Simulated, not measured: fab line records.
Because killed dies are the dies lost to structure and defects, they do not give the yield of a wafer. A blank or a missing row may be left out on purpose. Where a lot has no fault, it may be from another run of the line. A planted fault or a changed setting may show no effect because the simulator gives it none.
Chamber matching | flow gf180mcu | 4 sister chambers for GF_POLY_GATE_ETCH_12 on rie-diel-01
The step etches BARC in N2/H2. 8 wafers are shown with their chamber, then 8 later ones without.

WAFERS, EACH WITH ITS CHAMBER
wafer  | chamber | chamber-pressure-mTorr (mTorr) | oes-product-au (a.u.)
L213.5 | 1       | 29.998                         | 0.743
L216.4 | 1       | 29.943                         | 0.737
L216.5 | 0       | 30.022                         | 0.738
L217.4 | 0       | 30.033                         | 0.735
L219.1 | 2       | 30.022                         | 0.732
L220.1 | 2       | 29.978                         | 0.736
L220.6 | 3       | 29.991                         | 0.732
L224.1 | 3       | 29.965                         | 0.728

WAFERS MISSING THEIR CHAMBER
wafer  | chamber-pressure-mTorr (mTorr) | oes-product-au (a.u.)
L224.4 | 30.013                         | 0.727
L224.5 | 29.967                         | 0.741
L230.2 | 30.011                         | 0.729
L230.3 | 30.018                         | 0.741
L230.6 | 29.982                         | 0.733
L231.3 | 30.039                         | 0.734
L231.5 | 30.019                         | 0.732
L231.6 | 29.985                         | 0.744

WHICH CHAMBER EACH WENT THROUGH
wafer  | from the rows above               | in truth
L224.4 | can't be placed: 3 or 2 or 0      | 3
L224.5 | 1                                 | 1
L230.2 | can't be placed: 3 or 2 or 0      | 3
L230.3 | can't be placed: 0 or 1 or 2      | 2
L230.6 | can't be placed: 2 or 3 or 0 or 1 | 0
L231.3 | can't be placed: 0 or 2 or 3      | 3
L231.5 | can't be placed: 2 or 0 or 3      | 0
L231.6 | can't be placed: 1 or 0 or 2      | 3
Correctly placed: 1 of 8. Not placeable from these rows: 7 (in 6, the candidates include the true chamber). 0 placed wrongly.
How it was worked out, from the rows above alone: a wafer's distance from a chamber is the root of the sum, over the readings, of the square of ((its reading less the chamber's mean) divided by the reading's scatter). If the next closest chamber is less than 2 further off than the closest, the wafer can't be placed; otherwise it belongs to the closest. The mean given for a chamber averages the wafers shown for that chamber. The scatter: the root of (the sum of the squares of (reading less its chamber's mean) over the shown wafers, divided by (wafers less chambers)).
